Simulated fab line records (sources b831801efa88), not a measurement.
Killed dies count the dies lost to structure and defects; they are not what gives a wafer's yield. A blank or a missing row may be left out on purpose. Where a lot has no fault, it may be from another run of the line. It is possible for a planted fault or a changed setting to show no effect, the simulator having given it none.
Comparing a struck lot with a sound one	flow gf180mcu	19 out of 602 route steps
Sound: wafers L957.1, L957.4, L957.5. Struck: wafer L977.6; the same lot's L977.4 was not struck, so it is left out; see the end for the cause.
At each step with rows: each side's tool, then ch and its chambers, then its first start. Under that, the readings that differ: sound wafers	struck wafers	difference of the means	sigmas: that difference in standard deviations of wafers without a fault.
alike: readings with means less than 2 such deviations apart, plus words and numbers identical on both sides. not compared: withheld readings, readings lacking a value on some wafer, bounds such as >300 that could conceal the same value, and numbers that have no deviation in the record and whose values overlap.
A row with sigmas, a row that says differs or no value, or rows on one side alone: a step with any of these is where the two part. Numbers that have no deviation but don't overlap get no sigmas and don't part them. A reading missing from all wafers of one side parts the sides only when that side holds two or more wafers.

first, 1 step without rows for these wafers: GF_STI_DEVELOP_11 (develop time 60 s).
GF_STI_CD_MEAS_12: target cd 220 nm.
  sound on cd sem-02 at day 2 11:59; struck on cd sem-02 at day 6 18:51
  alike: cd nm
GF_STI_ETCH_13: etches the open film in CHF3/O2, stops on Si, target depth 282.31 nm, time 112.9 s.
  sound on rie diel-02 ch 1,2, day 2 12:06; struck on rie diel-01 ch 1, day 6 18:55
reading	sound	struck	difference	sigmas
oes product au (a.u.)	0.852 0.843 0.843	0.825	-0.021	-3
  alike: drypump motor current A, throttle valve pct
  not compared: rf hours counter h
GF_STI_ETCH_14: etches Si in HBr/Cl2/O2, target depth 360 nm, time 102.9 s.
  sound on rie si-02 ch 0,1,3, day 2 12:11; struck on rie si-02 ch 2, day 6 18:59
reading	sound	struck	difference	sigmas
oes product au (a.u.)	1.004 1.015 1.015	0.984	-0.027	-2
  alike: drypump motor current A, throttle valve pct
  not compared: rf hours counter h
GF_STI_STRIP_15: strips in O2/N2.
  sound on plasma asher-04 ch 0,1, day 2 12:15; struck on plasma asher-02 ch 0, day 6 19:05
reading	sound	struck	difference	sigmas
drypump motor current A (A)	5.4 5.7 5.7	6.6	+1.0	+2
  alike: heater power w, oes product au, strip time to endpoint s
  not compared: rf hours counter h
then, 6 steps without rows for these wafers: GF_STI_CLEAN_16 (cleans in dHF, time 25 s); GF_STI_WET_ETCH_17 (etches Si3N4 in H3PO4, target depth 45 nm, time 514 s); GF_STI_CLEAN_18 (cleans in SC1/SC2, time 150 s); GF_STI_CLEAN_19 (cleans in dHF, time 20 s); GF_STI_WET_ETCH_20 (etches SiO2 in dHF, target depth 20 nm, time 400 s); GF_STI_OXIDATION_21 (stabilise 600 s, purge 300 s, target thk 15 nm).
GF_STI_THK_MEAS_22:
  sound on film metro-01 at day 2 13:50; struck on film metro-01 at day 6 21:20
  alike: STI_OXIDATION_01_THK
GF_STI_CVD_23: deposits SiO2, target thk 650 nm, time 108.3 s.
  sound on hdpcvd-02 ch 0,1, day 2 13:53; struck on hdpcvd-02 ch 2, day 6 21:25
reading	sound	struck	difference	sigmas
model.SiO2_of_STI_CVD_23.thk nm (nm)	638.9 646.3 630.1	468	-170	
GF_STI_THK_MEAS_24:
  sound on film metro-03 at day 2 13:58; struck on film metro-03 at day 6 21:29
reading	sound	struck	difference	sigmas
STI_CVD_23_THK (nm)	638 646 630	468	-170	-20
GF_STI_CMP_25: polishes, stops on Si3N4, t overpolish 33 s, target thk 524.6 nm.
  sound on cmp-01 ch 0,2, day 2 14:01; struck on cmp-01 ch 3, day 6 21:40
reading	sound	struck	difference	sigmas
motor current A (A)	14.6 11.2 14.6	10.4	-3.1	-2
time to endpoint s (s)	123 126 121	85	-38	-6
  alike: retaining ring pressure frac
then, 2 steps without rows for these wafers: GF_STI_WET_ETCH_26 (etches SiO2 in dHF, target depth 94 nm, time 188 s); GF_STI_WET_ETCH_27 (etches Si3N4 in H3PO4, target depth 160 nm, time 1825 s).
GF_STI_WET_ETCH_28: etches SiO2 in dHF, target depth 20 nm, time 40 s.
  sound on wet bench-01 ch 1, day 2 14:54; struck on wet bench-03 ch 1, day 6 22:26
reading	sound	struck	difference	sigmas
model.SiO2_of_STI_CVD_23.thk nm (nm)	404.5 403.3 404.2	346.9	-57.1	
then, 1 step without rows for these wafers: GF_STI_OXIDATION_29 (stabilise 600 s, purge 300 s, target thk 10 nm).

== WHERE THEY PART ==
Earliest at GF_STI_ETCH_13; latest, in this record, at GF_STI_CMP_25.

WHY: what had been put in by the simulator
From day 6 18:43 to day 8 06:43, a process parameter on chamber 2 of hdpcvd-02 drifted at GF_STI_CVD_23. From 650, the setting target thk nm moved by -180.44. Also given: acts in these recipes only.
